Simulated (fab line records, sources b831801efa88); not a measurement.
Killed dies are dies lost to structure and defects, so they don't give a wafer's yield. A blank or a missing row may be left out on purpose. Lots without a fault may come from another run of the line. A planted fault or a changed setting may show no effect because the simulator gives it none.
A struck lot beside a sound one | flow sfq_line | 42 steps out of a route of 325
Sound: wafers L682.2, L682.5, L682.6. Struck: wafers L695.3, L695.4, L695.5. The cause comes at the end.
At each step with rows: each side's tool, then ch and its chambers, then its first start. Under that, the readings that differ: sound wafers | struck wafers | difference of the means | sigmas: that difference in standard deviations of wafers without a fault.
alike: readings whose means differ by less than 2 such deviations, and words and numbers that are the same on both sides. not compared: withheld readings, readings that some wafer has no value for, bounds like >300 that may hide the same value, and numbers for which the record gives no deviation and whose values overlap.
The two part at a step that has a row with sigmas, a row that says differs or no value, or rows on one side only. Numbers that don't overlap but have no deviation are shown without sigmas and don't part them. A reading that every wafer of one side lacks parts them only if that side has two wafers or more.

SFQ_TRILAYER_R5_STRIP_STRIP_140: strips in O2.
  sound on rie_metal-03 ch 0,1, day 60 15:56; struck on rie_metal-03 ch 0,1, day 69 06:14
  alike: chamber_pressure_mTorr, drypump_motor_current_A, oes_product_au
  not compared: rf_hours_counter_h
then, 8 steps without rows for these wafers: SFQ_TRILAYER_R5_STRIP_SOLV_CLEAN_141 (cleans in NMP, time 600 s); SFQ_TRILAYER_A5C_DEP_PECVD_142 (deposits SiO2 from SiH4/N2O, time 15.556 s, target thk 70 nm); SFQ_TRILAYER_I5_LITHO_COAT_149 (resist thk 62 nm); SFQ_TRILAYER_I5_LITHO_COAT_144 (resist thk 650 nm); SFQ_TRILAYER_I5_LITHO_SOFTBAKE_148; SFQ_TRILAYER_I5_LITHO_EXPOSE_145 (exposes mask I5, target cd 700 nm); SFQ_TRILAYER_I5_LITHO_PEB_147 (peb time 60 s); SFQ_TRILAYER_I5_LITHO_DEVELOP_146 (time 60 s).
-- the record jumps here: 4 days lie between the struck wafers' starts before and after --
SFQ_I5_OVL_MEAS_936:
  sound on overlay-01, day 66 07:56; struck on overlay-02, day 73 12:32
  alike: I5_OVL
SFQ_TRILAYER_I5_BARC_OPEN_VIA_ETCH_200: etches BARC in O2, target depth 125 nm, time 41.7 s.
  sound on rie_diel-04 ch 0,1, day 66 07:58; struck on rie_diel-04 ch 0,1,2, day 73 12:33
  alike: drypump_motor_current_A, oes_product_au
  not compared: rf_hours_counter_h
SFQ_TRILAYER_I5_ETCH_VIA_ETCH_147: etches the open film in CHF3, stops on Nb, target depth 360 nm.
  sound on rie_diel-04 ch 0,1, day 66 08:01; struck on rie_diel-04 ch 0,1,2, day 73 12:35
  alike: drypump_motor_current_A, oes_product_au
SFQ_TRILAYER_I5_STRIP_STRIP_148: strips in O2.
  sound on rie_metal-01 ch 0,1, day 66 08:10; struck on rie_metal-01 ch 0,1, day 73 12:56
  no value came back on the struck wafers for chamber_pressure_mTorr (mTorr), drypump_motor_current_A (A), oes_product_au (a.u.); on the sound wafers chamber_pressure_mTorr (mTorr) reads 50.03 50.05 49.93
  reading                                              | sound | struck            | difference | sigmas
  model.KrF_of_TRILAYER_I5_LITHO_COAT_144.thk_nm (nm)  | 0 0 0 | 564.1 569.4 566.6 | +566.7     |
  model.BARC_of_TRILAYER_I5_LITHO_COAT_149.thk_nm (nm) | 0 0 0 | 62.1 62.1 61.99   | +62.1      |
  not compared: rf_hours_counter_h
then, 7 steps without rows for these wafers: SFQ_TRILAYER_I5_STRIP_SOLV_CLEAN_149 (cleans in NMP, time 600 s); SFQ_TRILAYER_C5_LITHO_COAT_156 (resist thk 62 nm); SFQ_TRILAYER_C5_LITHO_COAT_151 (resist thk 650 nm); SFQ_TRILAYER_C5_LITHO_SOFTBAKE_155; SFQ_TRILAYER_C5_LITHO_EXPOSE_152 (exposes mask C5, target cd 500 nm); SFQ_TRILAYER_C5_LITHO_PEB_154 (peb time 60 s); SFQ_TRILAYER_C5_LITHO_DEVELOP_153 (time 60 s).
SFQ_C5_OVL_MEAS_937:
  sound on overlay-01, day 70 12:28; struck on overlay-02, day 74 13:59
  alike: C5_OVL
SFQ_TRILAYER_C5_BARC_OPEN_VIA_ETCH_210: etches BARC in O2, target depth 125 nm, time 41.7 s.
  sound on rie_diel-01 ch 0,1,3, day 70 12:30; struck on rie_diel-03 ch 0,1, day 74 14:00
  reading                  | sound             | struck            | difference | sigmas
  oes_product_au (a.u.)    | 0.687 0.677 0.682 | 1.030 0.993 0.986 | +0.321     | +67
  model.etch.depth_nm (nm) | 62.05 62.08 62.07 | 129.9 122.4 122.3 | +62.8      |
  alike: drypump_motor_current_A
  not compared: rf_hours_counter_h
SFQ_TRILAYER_C5_ETCH_VIA_ETCH_154: etches SiO2 in CHF3, stops on Nb, target depth 84 nm.
  sound on rie_diel-01 ch 0,1,3, day 70 12:32; struck on rie_diel-03 ch 0,1, day 74 14:02
  alike: drypump_motor_current_A, oes_product_au
then, 4 steps without rows for these wafers: SFQ_TRILAYER_C5_STRIP_STRIP_155 (strips in O2); SFQ_TRILAYER_C5_STRIP_SOLV_CLEAN_156 (cleans in NMP, time 600 s); SFQ_TRILAYER_M6_DEP_PRE_CLEAN_158 (time 22.5 s); SFQ_TRILAYER_M6_DEP_SPUTTER_157 (material Nb, target thk 200 nm, time 133.3 s).
SFQ_M6_RS_MEAS_938: measures by four-point-probe.
  sound on film_metro-03, day 70 13:31; struck on film_metro-04, day 74 15:02
  alike: M6_NB_RS
then, 6 steps without rows for these wafers: SFQ_TRILAYER_M6_LITHO_COAT_164 (resist thk 62 nm); SFQ_TRILAYER_M6_LITHO_COAT_159 (resist thk 600 nm); SFQ_TRILAYER_M6_LITHO_SOFTBAKE_163; SFQ_TRILAYER_M6_LITHO_EXPOSE_160 (exposes mask M6, target cd 500 nm); SFQ_TRILAYER_M6_LITHO_PEB_162 (peb time 60 s); SFQ_TRILAYER_M6_LITHO_DEVELOP_161 (time 60 s).
-- the record jumps here: 4 days lie between the struck wafers' starts before and after --
SFQ_M6_OVL_MEAS_940:
  sound on overlay-02, day 75 03:18; struck on overlay-02, day 78 10:59
  alike: M6_OVL
then, 2 steps without rows for these wafers: SFQ_TRILAYER_M6_BARC_OPEN_METAL_ETCH_206 (etches BARC in O2, target depth 125 nm, time 41.7 s); SFQ_TRILAYER_M6_ETCH_METAL_ETCH_162 (etches Nb in Cl2/Ar, stops on SiO2, target depth 240 nm, time 120 s).
SFQ_TRILAYER_M6_STRIP_STRIP_163: strips in O2.
  sound on rie_metal-02 ch 0,1, day 75 03:31; struck on rie_metal-02 ch 0,1, day 78 11:24
  reading               | sound             | struck            | difference | sigmas
  oes_product_au (a.u.) | 0.972 1.007 0.978 | 0.998 1.026 1.017 | +0.028     | +2
  alike: chamber_pressure_mTorr, drypump_motor_current_A
  not compared: rf_hours_counter_h
then, 3 steps without rows for these wafers: SFQ_TRILAYER_M6_STRIP_SOLV_CLEAN_164 (cleans in NMP, time 600 s); SFQ_TRILAYER_I6_DEP_PECVD_165 (deposits SiO2 from SiH4/N2O, time 111.11 s, target thk 500 nm); SFQ_TRILAYER_I6_CMP_CMP_166 (polishes SiO2).
-- the record jumps here: 13 days lie between the struck wafers' starts before and after --
SFQ_M8_BOW_MEAS_951:
  sound on film_metro-04, day 86 11:40; struck on film_metro-03, day 91 20:56
  reading                 | sound              | struck            | difference | sigmas
  model.etest.c5.link_ohm | 8.163 8.031 8.13   | 1e+06 1e+06 1e+06 | +1e+06     |
  model.etest.jj.g_times  | 0.991 0.9895 1.003 | 0 0 0             | -1         |
  alike: M8_BOW

WHERE THEY PART
First at SFQ_TRILAYER_I5_STRIP_STRIP_148; last, within this record, at SFQ_TRILAYER_M6_STRIP_STRIP_163. Later steps at which nothing parts them and some readings are alike: SFQ_M8_BOW_MEAS_951.

WHY: what the simulator had put in
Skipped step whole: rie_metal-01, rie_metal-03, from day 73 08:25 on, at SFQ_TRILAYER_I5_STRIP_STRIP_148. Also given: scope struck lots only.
